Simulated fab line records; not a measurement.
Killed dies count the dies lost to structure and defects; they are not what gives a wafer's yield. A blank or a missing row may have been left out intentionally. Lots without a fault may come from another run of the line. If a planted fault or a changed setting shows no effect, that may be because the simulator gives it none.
Struck lot and sound lot, side by side + flow sky130 + 15 out of 708 route steps
Sound: these wafers, L168.2, L168.3, L168.5. Struck: wafers L172.2, L172.4, L172.6. The cause comes at the end.
Each step with rows lists, per side, the tool, then ch with its chambers, then its first start. Under that, the readings that differ: sound wafers + struck wafers + difference of the means + sigmas: that difference in standard deviations of wafers without a fault.
alike: words and numbers the same on both sides, and readings whose means are apart by under 2 such deviations; not compared: readings that were withheld, readings missing a value for some wafer, numbers with overlapping values and no deviation given by the record, and bounds like >300 which may hide the same value.
A row with sigmas, a row that says differs or no value, or rows on one side alone: a step with any of these is where the two part. Non-overlapping numbers with no deviation appear without sigmas and do not part them. Lack of a reading on every wafer of one side parts them only where that side has two or more wafers.

first, 5 steps without rows for these wafers: SKY_LI_CONTACT_COAT_07 (resist thk 450 nm); SKY_LI_CONTACT_SOFTBAKE_08 (time 90 s); SKY_LI_CONTACT_EXPOSE_09 (exposes mask LICM1, target cd 170 nm); SKY_LI_CONTACT_PEB_10; SKY_LI_CONTACT_DEVELOP_11 (develop time 60 s).
SKY_LI_CONTACT_CD_MEAS_12 targets a cd of 170 nm.
  sound: cdSem-02 at day 29 14:51; struck: cdSem-02 at day 31 17:57
  alike: cdNm
SKY_LI_CONTACT_OVL_MEAS_13:
  sound: overlay-02 at day 29 14:57; struck: overlay-02 at day 31 18:04
  alike: LI_CONTACT_OVL
SKY_LI_CONTACT_ETCH_14: etches BARC in N2/H2, stops on SiO2, time 45.9 s, target depth 60 nm.
  sound on rieDiel-03 ch 0,2,3, day 29 14:59; struck on rieDiel-03 ch 1,2, day 31 18:05
  alike: drypumpMotorCurrentA, oesProductAu, throttleValvePct
  not compared: rfHoursCounterH
SKY_LI_CONTACT_ETCH_15: etches PSG in C4F8/O2/Ar, stops on Si, target depth 600 nm.
  sound on rieDiel-03 ch 0,2,3, day 29 15:01; struck on rieDiel-03 ch 1,2, day 31 18:08
  alike: oesProductAu
SKY_LI_CONTACT_STRIP_16: strips in O2/N2.
  sound on plasmaAsher-01 ch 0,1, day 29 15:07; struck on plasmaAsher-01 ch 0,1, day 31 18:13
  alike: drypumpMotorCurrentA, oesProductAu, stripTimeToEndpointS
  not compared: rfHoursCounterH
then, 2 steps without rows for these wafers: SKY_LI_CONTACT_CLEAN_17 (cleans in NMP, time 600 s); SKY_LI_CONTACT_PRE_CLEAN_18 (time 5.6 s).
SKY_LI_CONTACT_SPUTTER_19: material Ti, target thk 20 nm, time 106.37 s.
  sound: pvdSputter-04 at day 29 15:25; struck: pvdSputter-02 at day 31 18:31
| reading                                      | sound             | struck            | difference | sigmas |
|----------------------------------------------|-------------------|-------------------|------------|--------|
| model.Ti_of_LI_CONTACT_SPUTTER_19.thkNm (nm) | 20.06 20.08 20.26 | 14.19 14.58 14.47 | -5.72      |        |
  alike: throttleValvePct
SKY_LI_CONTACT_SPUTTER_20: material TiN, target thk 20 nm, time 80 s.
  sound: pvdSputter-04 at day 29 15:30; struck: pvdSputter-02 at day 31 18:35
  alike: throttleValvePct
-- record jumps: 16 days separate the struck wafers' starts on either side; left off in module LI_CONTACT, taken up again in module PAD_OPEN, whose first shown step is the route's number 708 --
SKY_PAD_OPEN_PROBE_99:
  sound: prober-01 at day 46 05:03; struck: prober-02 at day 47 18:33
| reading                      | sound           | struck            | difference | sigmas |
|------------------------------|-----------------|-------------------|------------|--------|
| model.etest.liconNdiff.rcOhm | 184.1 188 182.7 | 205.5 206 192.9   | +16.5      |        |
| model.etest.liconPoly.rcOhm  | 150 152.4 154.1 | 164.3 164.7 160.8 | +11.1      |        |
  alike: killed_at_M0_to_M3, killed_at_M4_up, killedAtContacts, killedAtFrontEnd, killedAtOther, killedDies, killedOpen, killedShort

WHERE THEY PART
Nowhere in this record.

WHY: what had been put in by the simulator
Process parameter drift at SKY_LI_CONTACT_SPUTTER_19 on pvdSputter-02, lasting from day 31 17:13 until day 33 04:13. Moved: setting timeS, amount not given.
